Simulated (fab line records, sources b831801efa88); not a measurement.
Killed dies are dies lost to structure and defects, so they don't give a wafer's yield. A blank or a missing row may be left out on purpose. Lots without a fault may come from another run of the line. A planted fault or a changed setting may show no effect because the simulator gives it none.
Which tool did it? | flow sky130 | 11 lots, 33 wafers sampled, at 3 steps of a route of 708

WHAT THE GAUGES READ, wafer by wafer
SKY_METAL4_OVL_MEAS_14. Usual: METAL4_OVL 0 nm, standard deviation 5.2.
lot  | measured     | on         | METAL4_OVL (nm) | flag
L504 | day 42 03:43 | overlay-01 | -6 -11 -6       |
L506 | day 42 23:04 | overlay-01 | -2 1 0          |
L509 | day 43 14:47 | overlay-01 | -7 -16 -2       |
L511 | day 43 22:28 | overlay-02 | 2 2 -3          |
L512 | day 44 11:17 | overlay-01 | -4 -3 -3        |
L513 | day 44 20:28 | overlay-02 | 6 4 3           |
L514 | day 45 00:31 | overlay-01 | -1 -12 8        |
L515 | day 45 10:01 | overlay-01 | -3 -2 -6        |
L516 | day 45 12:56 | overlay-02 | 4 5 6           |
L525 | day 47 16:14 | overlay-02 | -4 4 -6         |
L527 | day 47 22:58 | overlay-01 | 4 1 -2          |

WHICH TOOL RAN EACH LOT (tool, then ch and the chambers of the sampled wafers, then the start)
lot  | SKY_METAL2_DESCUM_17              | SKY_VIA2_CVD_21
L504 | rie_metal-01 ch 0,1, day 35 11:36 | cvd_w-02 ch 0,1, day 36 16:07
L506 | rie_metal-04 ch 0,1, day 36 11:10 | cvd_w-01 ch 0,1, day 37 15:13
L509 | rie_metal-04 ch 0,1, day 37 05:37 | cvd_w-01 ch 0,1, day 38 09:28
L511 | rie_metal-02 ch 0, day 37 16:10   | cvd_w-02 ch 0,1, day 38 18:50
L512 | rie_metal-02 ch 0,1, day 38 02:19 | cvd_w-01 ch 0,1, day 39 06:03
L513 | rie_metal-01 ch 0,1, day 38 14:15 | cvd_w-02 ch 0,1, day 39 17:13
L514 | rie_metal-01 ch 0,1, day 38 20:15 | cvd_w-01 ch 0,1, day 39 23:46
L515 | rie_metal-01 ch 0,1, day 39 06:04 | cvd_w-01 ch 0,1, day 40 08:46
L516 | rie_metal-02 ch 0,1, day 39 06:43 | cvd_w-01 ch 0,1, day 40 09:53
L525 | rie_metal-04 ch 0, day 41 18:27   | cvd_w-02 ch 0,1, day 42 21:22
L527 | rie_metal-01 ch 0,1, day 42 04:45 | cvd_w-02 ch 0,1, day 43 06:28
- SKY_METAL2_DESCUM_17: chemistry O2, time 8 s.
- SKY_VIA2_CVD_21: deposits W, target thk 420 nm, time 126.4 s.

WHAT THE TOOLS THEMSELVES READ (means of the sampled wafers that have a number; where no wafer has one, the mark that the record gives instead)
SKY_METAL2_DESCUM_17. Usual: drypump_motor_current_A 5.8 A, standard deviation 0.51; he_backside_leak_sccm 3.3 sccm, standard deviation 0.48; oes_product_au 1.009 a.u., standard deviation 0.011.
lot  | tool         | drypump_motor_current_A (A) | he_backside_leak_sccm (sccm) | oes_product_au (a.u.) | flag
L504 | rie_metal-01 | 6.3                         | 3.3                          | 1.017                 |
L506 | rie_metal-04 | 5.3                         | 3.2                          | 1.020                 |
L509 | rie_metal-04 | 5.6                         | 3.3                          | 1.015                 |
L511 | rie_metal-02 | 5.3                         | 3.1                          | 1.005                 |
L512 | rie_metal-02 | 5.5                         | 3.1                          | 1.008                 |
L513 | rie_metal-01 | 5.9                         | 3.3                          | 1.007                 |
L514 | rie_metal-01 | 6.3                         | 3.5                          | 1.006                 |
L515 | rie_metal-01 | 5.9                         | 3.2                          | 0.997                 |
L516 | rie_metal-02 | 5.5                         | 3.2                          | 1.009                 |
L525 | rie_metal-04 | 5.1                         | 3.9                          | 1.022                 |
L527 | rie_metal-01 | 6.3                         | 3.3                          | 0.996                 |

SKY_VIA2_CVD_21. Usual: heater_power_w 854 W, standard deviation 55.
lot  | tool     | heater_power_w (W) | flag
L504 | cvd_w-02 | 875                |
L506 | cvd_w-01 | 859                |
L509 | cvd_w-01 | 837                |
L511 | cvd_w-02 | 878                |
L512 | cvd_w-01 | 816                |
L513 | cvd_w-02 | 869                |
L514 | cvd_w-01 | 852                |
L515 | cvd_w-01 | 855                |
L516 | cvd_w-01 | 849                |
L525 | cvd_w-02 | 874                |
L527 | cvd_w-02 | 884                |

THE ANSWER, worked out from the rows above alone
Rule: a lot is off if the mean of its wafers that have a number lies more than 3 standard deviations from the usual mean. A lot without any number at a reading at which 4 lots or more have one is off too. The other lots that the step has rows for count as sound. The gauges are gone through in route order, then the tools' own readings, and for those a lot's mean is taken as printed above. The first step at which some lot is off is used, and at that step the reading that is off furthest; a lot without a number counts as furthest.
No lot is off at any reading shown: from this, nothing can be told.

WHAT THE SIMULATOR HAD PUT IN
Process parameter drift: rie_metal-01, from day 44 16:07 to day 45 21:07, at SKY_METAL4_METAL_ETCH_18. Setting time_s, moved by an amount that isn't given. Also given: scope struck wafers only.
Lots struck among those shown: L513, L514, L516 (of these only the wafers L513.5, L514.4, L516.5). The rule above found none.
